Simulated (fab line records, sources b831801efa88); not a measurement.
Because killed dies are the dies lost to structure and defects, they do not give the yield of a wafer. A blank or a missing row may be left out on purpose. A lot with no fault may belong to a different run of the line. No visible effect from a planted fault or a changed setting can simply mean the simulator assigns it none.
fab line records	flow sky130
record: lots: 7	wafers: 21	last-day: 50
route steps=708 shown VT_ADJUST_HVTP@93 VT_ADJUST_LVTN@97
lots untouched by any fault: they come from a run of this same line in which no faults occurred
start-h: hours from the record's opening day to when the first of the lot's shown wafers began	wait-h: time in hours since the lot's previous step	" the same as in the row above	L1.1+2: a row that stands for several wafers	- either no value or no given start	* or withheld: withheld	< > ~ a bound
route shown NAME@n: names a module that has steps shown in the file, with the first one's number in the route	usual: mean and standard deviation over wafers with no fault	same: alike in all rows	chamber/n: place in a boat	sites: per-site readings	_std_site: standard deviation across them	_edge_site: inner sites' mean taken away from outer sites' mean	radius-mm: for every site, how far away it sits from the centre of the wafer	mask NAME#n: copy n	behind: the last tool/chamber to shape the wafer	hold: why the lot went on hold/how many hours it stayed there/how the hold came to an end	device: whichever transistor did not switch (one of n, p or np)	end of line: tests of these same wafers at the route's end	step lacking rows: just its recipe	killed: not the wafer's yield, but the dies lost to structure and defects at the first sort	map: shows each die of a wafer: x if killed, . if not, _ if none is there
set.NAME: the setting as run; set.NAME@STEP: as run at that earlier step	model.NAME: the simulator's own value behind a step, which no gauge read
lots seen at some steps along the route; tables by step, rows by wafer
services: the hour from which a tool's chamber was out of use, counted from the record's first day as start-h (under 0 if before that day), plus the number of hours and why
== steps ==
step: SKY_VT_ADJUST_HVTP_OVL_MEAS_08
usual: VT_ADJUST_HVTP_OVL: -0.9/1.2
lot.wafer	tool	chamber	start-h	wait-h	VT_ADJUST_HVTP_OVL[nm]
L287.1	overlay-02	-	136.03	0.1	-3.2
L287.4	"	-	"	"	-2.1
L287.6	"	-	"	"	-2.0
L289.1	overlay-02	-	148.30	0.1	1.3
L289.3	"	-	"	"	1.1
L289.5	"	-	"	"	0.0
L291.3	overlay-02	-	158.19	0.1	-1.0
L291.5	"	-	"	"	-1.2
L291.6	"	-	"	"	-0.2
L292.3	overlay-01	-	164.23	0.1	-0.6
L292.4	"	-	"	"	0.9
L292.6	"	-	"	"	0.2
L293.2	overlay-01	-	170.09	0.1	-0.8
L293.3	"	-	"	"	-2.0
L293.4	"	-	"	"	-0.4
L294.2	overlay-02	-	177.12	0.1	-2.8
L294.4	"	-	"	"	-2.2
L294.5	"	-	"	"	-1.9
L305.2	overlay-02	-	251.43	0.1	0.7
L305.3	"	-	"	"	1.6
L305.4	"	-	"	"	0.6
step: SKY_VT_ADJUST_HVTP_IMPLANT_09
recipe: species: As	energy-kev: 150	dose-cm2: 4.3e+12	tilt-deg: withheld
step: SKY_VT_ADJUST_HVTP_STRIP_10
recipe: chemistry: O2/N2	power-w: 1400	pressure-mtorr: 1500	platen-temp-c: withheld	o2-flow-sccm: 3000	n2-flow-sccm: 300	overash-fraction: 0.5
usual: drypump-motor-current-A: 6.18/0.28	oes-product-au: 0.716/0.0046	strip-time-to-endpoint-s: 14.19/0.035
lot.wafer	tool	chamber	start-h	wait-h	drypump-motor-current-A	oes-product-au	rf-hours-counter-h	strip-time-to-endpoint-s
L287.1	plasma-asher-03	1	136.21	0.1	6.34	0.722	34	14.24
L287.4	"	1	"	"	6.34	0.720	-	14.19
L287.6	"	0	"	"	6.07	0.718	-	14.17
L289.1	plasma-asher-03	1	148.49	0.1	6.30	0.721	35	14.20
L289.3	"	0	"	"	6.07	0.720	-	14.20
L289.5	"	1	"	"	6.30	0.709	-	14.24
L291.3	plasma-asher-04	0	158.40	0.1	6.45	0.720	-	14.18
L291.5	"	0	"	"	6.46	0.718	-	14.24
L291.6	"	1	"	"	6.42	0.717	-	14.19
L292.3	plasma-asher-01	0	164.43	0.1	5.87	0.713	-	14.14
L292.4	"	1	"	"	5.71	0.716	-	14.17
L292.6	"	1	"	"	5.74	0.718	-	14.11
L293.2	plasma-asher-03	1	170.27	0.1	6.31	0.708	37	14.12
L293.3	"	1	"	"	6.32	0.714	-	14.16
L293.4	"	0	"	"	6.07	0.718	-	14.15
L294.2	plasma-asher-04	1	177.30	0.1	6.46	0.722	46	14.17
L294.4	"	0	"	"	6.44	0.715	-	14.19
L294.5	"	0	"	"	6.44	0.715	-	14.20
L305.2	plasma-asher-03	1	251.61	0.1	6.28	0.716	45	14.21
L305.3	"	0	"	"	6.06	0.721	-	14.17
L305.4	"	1	"	"	6.32	0.710	-	14.18
step: SKY_VT_ADJUST_HVTP_TW_MEAS_11
usual: VT_ADJUST_HVTP_TW: 1370/11
lot.wafer	tool	chamber	start-h	wait-h	VT_ADJUST_HVTP_TW
L287.1	film-metro-04	-	136.31	0.1	1353
L287.4	"	-	"	"	1351
L287.6	"	-	"	"	1353
L289.1	film-metro-02	-	148.59	0.1	1381
L289.3	"	-	"	"	1384
L289.5	"	-	"	"	1383
L291.3	film-metro-04	-	158.48	0.1	1353
L291.5	"	-	"	"	1361
L291.6	"	-	"	"	1348
L292.3	film-metro-04	-	164.52	0.1	1350
L292.4	"	-	"	"	1362
L292.6	"	-	"	"	1363
L293.2	film-metro-04	-	170.41	0.1	1352
L293.3	"	-	"	"	1348
L293.4	"	-	"	"	1356
L294.2	film-metro-04	-	177.41	0.1	1356
L294.4	"	-	"	"	1345
L294.5	"	-	"	"	1352
L305.2	film-metro-04	-	251.72	0.1	1365
L305.3	"	-	"	"	1350
L305.4	"	-	"	"	1362
step: SKY_VT_ADJUST_LVTN_DEHYDRATE_00
recipe: temp-c: 200	time-s: 60
step: SKY_VT_ADJUST_LVTN_HMDS_01
recipe: prime-time-s: 60	prime-temp-c: 120
step: SKY_VT_ADJUST_LVTN_COAT_02
recipe: spin-rpm: 2000	resist-thk-nm: 3000
step: SKY_VT_ADJUST_LVTN_SOFTBAKE_03
recipe: temp-c: 110	time-s: withheld
step: SKY_VT_ADJUST_LVTN_EXPOSE_04
recipe: mask-id: NWM_COMPLEMENT_LESS_NATIVE	na: 0.6	source-shape: conventional	sigma-outer: 0.6	polarization: unpolarized	target-cd-nm: 840	dose-mj: 194
step: SKY_VT_ADJUST_LVTN_PEB_05
recipe: temp-c: 115	time-s: withheld
step: SKY_VT_ADJUST_LVTN_DEVELOP_06
recipe: wall-angle-deg: 90	developer: TMAH	develop-time-s: 60	dev-temp-c: 23
step: SKY_VT_ADJUST_LVTN_OVL_MEAS_07
usual: VT_ADJUST_LVTN_OVL: -0.2/1.5
lot.wafer	tool	chamber	start-h	wait-h	VT_ADJUST_LVTN_OVL[nm]
L287.1	overlay-02	-	155.46	-	0.0
L287.4	"	-	"	"	-0.8
L287.6	"	-	"	"	1.5
L289.1	overlay-01	-	167.77	-	-0.5
L289.3	"	-	"	"	-2.3
L289.5	"	-	"	"	-3.8
L291.3	overlay-02	-	178.96	-	0.9
L291.5	"	-	"	"	1.3
L291.6	"	-	"	"	-0.4
L292.3	overlay-01	-	185.09	-	0.0
L292.4	"	-	"	"	1.3
L292.6	"	-	"	"	-0.1
L293.2	overlay-02	-	190.92	-	-1.0
L293.3	"	-	"	"	-1.6
L293.4	"	-	"	"	-0.5
L294.2	overlay-02	-	198.07	-	-1.4
L294.4	"	-	"	"	-1.5
L294.5	"	-	"	"	-0.9
L305.2	overlay-01	-	275.91	-	1.0
L305.3	"	-	"	"	0.2
L305.4	"	-	"	"	0.3
step: SKY_VT_ADJUST_LVTN_IMPLANT_08
recipe: species: B	energy-kev: 30	dose-cm2: 1.57e+12	tilt-deg: withheld
usual: beam-energy-keV: 30.002/0.0088	beam-on-s: 10.02/0.21
lot.wafer	tool	chamber	start-h	wait-h	beam-energy-keV	beam-on-s
L287.1	implanter-01	0	155.50	0.0	29.998	9.83
L287.4	"	0	"	"	30.011	10.34
L287.6	"	0	"	"	29.999	10.19
L289.1	implanter-01	0	167.81	0.0	30.010	9.87
L289.3	"	0	"	"	30.004	9.50
L289.5	"	0	"	"	30.012	9.93
L291.3	implanter-01	-	179.03	0.1	-	-
L291.5	"	-	"	"	-	-
L291.6	"	-	"	"	-	-
L292.3	implanter-01	-	185.16	0.1	-	-
L292.4	"	-	"	"	-	-
L292.6	"	-	"	"	-	-
L293.2	implanter-02	-	190.97	0.0	-	-
L293.3	"	-	"	"	-	-
L293.4	"	-	"	"	-	-
L294.2	implanter-02	0	198.12	0.0	29.990	10.35
L294.4	"	0	"	"	30.005	9.77
L294.5	"	0	"	"	29.995	10.07
L305.2	implanter-02	0	275.97	0.0	30.013	10.20
L305.3	"	0	"	"	30.019	9.76
L305.4	"	0	"	"	29.993	10.28
step: SKY_VT_ADJUST_LVTN_STRIP_09
recipe: chemistry: O2/N2	power-w: 1400	pressure-mtorr: 1500	platen-temp-c: withheld	o2-flow-sccm: 3000	n2-flow-sccm: 300	overash-fraction: 0.5
usual: drypump-motor-current-A: 6.0/0.58	oes-product-au: 0.722/0.0044	strip-time-to-endpoint-s: 36.90/0.11
lot.wafer	tool	chamber	start-h	wait-h	drypump-motor-current-A	oes-product-au	rf-hours-counter-h	strip-time-to-endpoint-s
L287.1	plasma-asher-02	0	155.65	0.1	6.6	0.720	3	37.03
L287.4	"	1	"	"	4.8	0.724	-	36.97
L287.6	"	1	"	"	4.9	0.720	-	36.99
L289.1	plasma-asher-01	0	167.96	0.1	5.9	0.722	50	36.93
L289.3	"	1	"	"	5.7	0.720	-	36.91
L289.5	"	0	"	"	5.9	0.714	-	36.78
L291.3	plasma-asher-02	0	179.16	0.1	6.6	0.733	-	37.02
L291.5	"	0	"	"	6.5	0.721	-	36.88
L291.6	"	1	"	"	4.9	0.723	-	37.04
L292.3	plasma-asher-02	1	185.29	0.1	4.9	0.727	-	36.79
L292.4	"	0	"	"	6.6	0.721	-	36.80
L292.6	"	0	"	"	6.6	0.722	-	36.73
L293.2	plasma-asher-01	0	191.10	0.1	5.9	0.728	52	36.81
L293.3	"	1	"	"	5.7	0.726	-	36.94
L293.4	"	0	"	"	5.9	0.716	-	36.94
L294.2	plasma-asher-01	0	198.25	0.1	5.9	0.725	53	36.74
L294.4	"	1	"	"	5.7	0.718	-	36.76
L294.5	"	0	"	"	5.9	0.721	-	36.74
L305.2	plasma-asher-02	0	276.09	0.1	6.6	0.717	14	36.95
L305.3	"	0	"	"	6.6	0.723	-	36.99
L305.4	"	1	"	"	4.9	0.727	-	36.95
step: SKY_VT_ADJUST_LVTN_TW_MEAS_10
usual: VT_ADJUST_LVTN_TW: 244.0/1.7
lot.wafer	tool	chamber	start-h	wait-h	VT_ADJUST_LVTN_TW
L287.1	film-metro-03	-	155.75	0.1	241.6
L287.4	"	-	"	"	242.3
L287.6	"	-	"	"	243.0
L289.1	film-metro-03	-	168.06	0.1	241.7
L289.3	"	-	"	"	242.7
L289.5	"	-	"	"	241.6
L291.3	film-metro-01	-	179.25	0.1	30.5
L291.5	"	-	"	"	30.5
L291.6	"	-	"	"	30.5
L292.3	film-metro-02	-	185.38	0.1	30.5
L292.4	"	-	"	"	30.6
L292.6	"	-	"	"	30.6
L293.2	film-metro-01	-	191.21	0.1	30.4
L293.3	"	-	"	"	30.5
L293.4	"	-	"	"	30.4
L294.2	film-metro-01	-	198.36	0.1	243.9
L294.4	"	-	"	"	243.7
L294.5	"	-	"	"	241.8
L305.2	film-metro-03	-	276.20	0.1	243.9
L305.3	"	-	"	"	243.9
L305.4	"	-	"	"	244.6
step: SKY_VT_ADJUST_LVTN_DEHYDRATE_11
recipe: temp-c: 200	time-s: 60
== services ==
tool	chamber	start-h	hours	kind
plasma-asher-02	0	117.75	-	clean
plasma-asher-02	1	117.75	-	clean
implanter-01	-	144.19	8.0	repair
plasma-asher-02	-	146.40	5.3	repair
implanter-02	-	147.09	3.7	repair
plasma-asher-04	-	202.63	2.8	pm
plasma-asher-02	-	232.91	1.6	repair
plasma-asher-02	-	235.55	0.8	repair
implanter-02	-	252.25	2.7	repair
plasma-asher-02	-	256.78	2.8	pm
== key ==
first-sign: step: SKY_VT_ADJUST_LVTN_IMPLANT_08	reading: tool-record	direction: missing
effect: step: SKY_VT_ADJUST_LVTN_TW_MEAS_10	reading: VT_ADJUST_LVTN_TW	direction: down	sigmas: 99+	usual: 244.0	struck: 30.5
met-at SKY_VT_ADJUST_LVTN_IMPLANT_08
struck-wafers L291.3,L291.5,L291.6,L292.3,L292.4,L292.6,L293.2,L293.3,L293.4
later-rows-left-out L291.3,L291.5,L291.6,L292.3,L292.4,L292.6,L293.2,L293.3,L293.4
sort-left-out L291.3,L291.5,L291.6,L292.3,L292.4,L292.6,L293.2,L293.3,L293.4
tester-left-out L291,L292,L293
onset-between 167.81 179.03
fault: kind: skipped-step-whole	tool: implanter-01,implanter-02	chamber: -	onset-h: 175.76	steps: SKY_VT_ADJUST_LVTN_IMPLANT_08	scope: struck-lots-only
tester-left-out: of these lots the tester's yield and bins aren't shown, on N5 and GAA mostly nor the transistor test; their killed dies are dies lost to structure and defects alone, not to doping, threshold or leakage, so they don't give the yield
sort-left-out: the simulated sort isn't trusted on such a fault, so these wafers' sort isn't shown, and their yield isn't known
later-rows-left-out: the simulator's readings of these wafers behind a module that went badly wrong aren't trusted and aren't shown, but for the sort
